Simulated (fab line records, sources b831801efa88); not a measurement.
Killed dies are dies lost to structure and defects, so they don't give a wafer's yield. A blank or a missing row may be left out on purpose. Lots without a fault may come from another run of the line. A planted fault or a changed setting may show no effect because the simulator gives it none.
Problem report in the 8D (eight disciplines) form, filled by code | flow sky130 | the parts of the form that need people (team, actions taken, sign-off) are left out

1. THE PROBLEM
killed_at_contacts at SKY_PAD_OPEN_PROBE_99 reads a mean of 209 on 2 wafers of 2 lots; wafers without a fault read 25 with a standard deviation of 5.1. That is +36 standard deviations from the usual mean.
First seen on wafer L249.2, day 48 19:24, on prober-01. The record holds 21 wafers of 7 lots with a number at this step. Rule for "out", or "out of limits": more than 4 standard deviations from the usual mean. The other wafers with a number count as sound.

2. WHAT IT IS AND WHAT IT IS NOT
question                    | is                                             | is not
which readings at this step | killed_at_contacts, killed_dies, killed_on_rim | killed_at_M4_up, killed_at_front_end, killed_at_other
which lots                  | L249, L250                                     | L238, L245, L246, L248, L251
which wafers of those lots  | L249.2, L250.1                                 | L249.3, L249.4, L250.2, L250.3
read on which tools         | prober-01, prober-02                           | -
when                        | from day 48 19:24                              | up to then (12 sound wafers); but 7 sound wafers of L249, L250, L251 came after

3. SUSPECTS, AND WHAT RULES EACH OUT
Counting: a tool at a process step up to the reading stays a suspect if it ran every lot that is out. Sound lots after the first of them don't rule it out here, since some wafers of a struck lot are sound.
- cmp-02 at SKY_CONTACT_CMP_27 (polishes, stops on SiO2, t overpolish 15 s, target thk 0 nm): kept. It ran every lot that is out, first L249 (day 35 15:44); its last sound lot up to then is L245 (day 35 04:10).
- pvd_sputter-03 at SKY_METAL5_SPUTTER_04 (material TiN, target thk 70 nm, time 58.3 s): kept. It ran every lot that is out, first L249 (day 46 03:17); its last sound lot up to then is L248 (day 46 01:56).
- Within cmp-02 at SKY_CONTACT_CMP_27: the wafers that are out ran in chamber 2; their sound lot-mates ran in chambers 0, 1, 3.
Left after counting: cmp-02 at SKY_CONTACT_CMP_27, pvd_sputter-03 at SKY_METAL5_SPUTTER_04.

4. THE CAUSE (what the simulator had put in)
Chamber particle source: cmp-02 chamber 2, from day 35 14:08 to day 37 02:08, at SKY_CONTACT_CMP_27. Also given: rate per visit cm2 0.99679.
Counting left 2 suspects, and this tool is among them.

5. THE CHAIN OF EFFECTS, in route order
Each row: a reading whose mean over the struck wafers that have a number lies more than 3 standard deviations from the usual. Only readings for which the record gives a usual standard deviation are gone through. hours: the time from each lot's start at the first step in this table that gives one to its start at this step, as a median over the lots. sigmas: the change in usual standard deviations.
hours | step                  | reading            | usual | on struck wafers | change | sigmas
0     | SKY_PAD_OPEN_PROBE_99 | killed_at_contacts | 25    | 209              | +184   | +36
0     | SKY_PAD_OPEN_PROBE_99 | killed_dies        | 86    | 256              | +170   | +20
0     | SKY_PAD_OPEN_PROBE_99 | killed_on_rim      | 17    | 52               | +34    | +9.3
The process steps in it:
- SKY_PAD_OPEN_PROBE_99

6. WHAT WOULD HAVE CAUGHT IT SOONER
In this record the first reading out of limits was taken at day 48 19:24, 317 hours after the fault began at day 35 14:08.
Of the tool readings at SKY_CONTACT_CMP_27 for which the record gives a usual standard deviation, none was out on any struck wafer, so an alarm limit of 4 standard deviations on them would not have fired.
All the lots that are out (2) had begun SKY_CONTACT_CMP_27 on cmp-02 by day 48 19:24. A hold on the tool at that time would have spared none of them.
